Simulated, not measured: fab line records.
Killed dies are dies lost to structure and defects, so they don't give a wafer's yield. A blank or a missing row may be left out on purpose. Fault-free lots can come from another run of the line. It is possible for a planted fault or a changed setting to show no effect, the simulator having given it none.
A lot that was struck, set against a sound lot | flow gf180mcu | 15 steps out of a route of 602
Sound: these wafers, L519.3, L519.4, L519.5. Wafers L523.1, L523.2, L523.3 were the ones struck. At the end, the cause is stated.
At each step with rows: each side's tool, then ch and its chambers, then its first start. Under that, the readings that differ: sound wafers | struck wafers | difference of the means | sigmas: that difference in standard deviations of wafers without a fault.
alike: readings whose means differ by less than 2 such deviations, and words and numbers that are the same on both sides. not compared: withheld readings, readings that some wafer has no value for, bounds like >300 that may hide the same value, and numbers for which the record gives no deviation and whose values overlap.
A row with sigmas, a row that says differs or no value, or rows on one side alone: a step with any of these is where the two part. Non-overlapping numbers with no deviation appear without sigmas and do not part them. A reading that every wafer of one side lacks parts them only if that side has two wafers or more.

first, 5 steps without rows for these wafers: GF_V2_COAT_09 (resist thk 1000 nm); GF_V2_SOFTBAKE_10 (time 60 s); GF_V2_EXPOSE_11 (exposes mask Via2, target cd 260 nm); GF_V2_PEB_12 (peb time 90 s); GF_V2_DEVELOP_13 (develop time 60 s).
GF_V2_CD_MEAS_14: target cd 260 nm.
  sound on cd_sem-01, day 22 22:05; struck on cd_sem-01, day 24 12:07
  alike: cd_nm
GF_V2_OVL_MEAS_15:
  sound on overlay-02, day 22 22:10; struck on overlay-01, day 24 12:14
  alike: V2_OVL
GF_V2_ETCH_16: etches BARC in N2/H2.
  sound on rie_diel-01 ch 0,2, day 22 22:11; struck on rie_diel-04 ch 1,2,3, day 24 12:17
  alike: bias_w, drypump_motor_current_A, h2_flow_sccm, oes_product_au, throttle_valve_pct
GF_V2_ETCH_17: etches SiO2 in C4F8/O2/Ar, stops on TiN, target depth 630 nm.
  sound on rie_diel-01 ch 0,2; struck on rie_diel-04 ch 1,2,3
  alike: bias_w, oes_product_au
GF_V2_STRIP_18: strips in O2/N2.
  sound on plasma_asher-03 ch 0,1, day 22 22:21; struck on plasma_asher-01 ch 0,1, day 24 12:25
  alike: drypump_motor_current_A, heater_power_w, oes_product_au
  not compared: rf_hours_counter_h
then, 2 steps without rows for these wafers: GF_V2_STRIP_19 (strips in post etch residue remover, time 1200 s); GF_V2_CLEAN_20 (cleans in DIW).
GF_V2_SPUTTER_21: material Ti, target thk 15 nm, time 80.02 s.
  sound on pvd_sputter-03, day 22 22:53; struck on pvd_sputter-03, day 24 12:56
  reading                               | sound         | struck            | difference | sigmas
  model.Ti_of_V2_SPUTTER_21.thk_nm (nm) | 14.56 15 14.8 | 16.37 16.58 16.45 | +1.68      |
  alike: chamber_pressure_pa, substrate_temp_c, throttle_valve_pct
GF_V2_SPUTTER_22: material TiN, target thk 10 nm, time 40 s.
  sound on pvd_sputter-03, day 22 22:57; struck on pvd_sputter-03, day 24 13:00
  alike: chamber_pressure_pa, throttle_valve_pct
-- the record jumps here: 8 days lie between the struck wafers' starts before and after (it left off in module V2 and takes up again in module PASSIVATION, whose first step shown is number 602 of the route) --
GF_PASSIVATION_PROBE_99:
  record: rows for the struck wafers here (prober-01, day 32 10:04), none for the sound ones

== WHERE THEY PART ==
GF_PASSIVATION_PROBE_99 only, going by this record.

WHY: the cause the simulator had injected
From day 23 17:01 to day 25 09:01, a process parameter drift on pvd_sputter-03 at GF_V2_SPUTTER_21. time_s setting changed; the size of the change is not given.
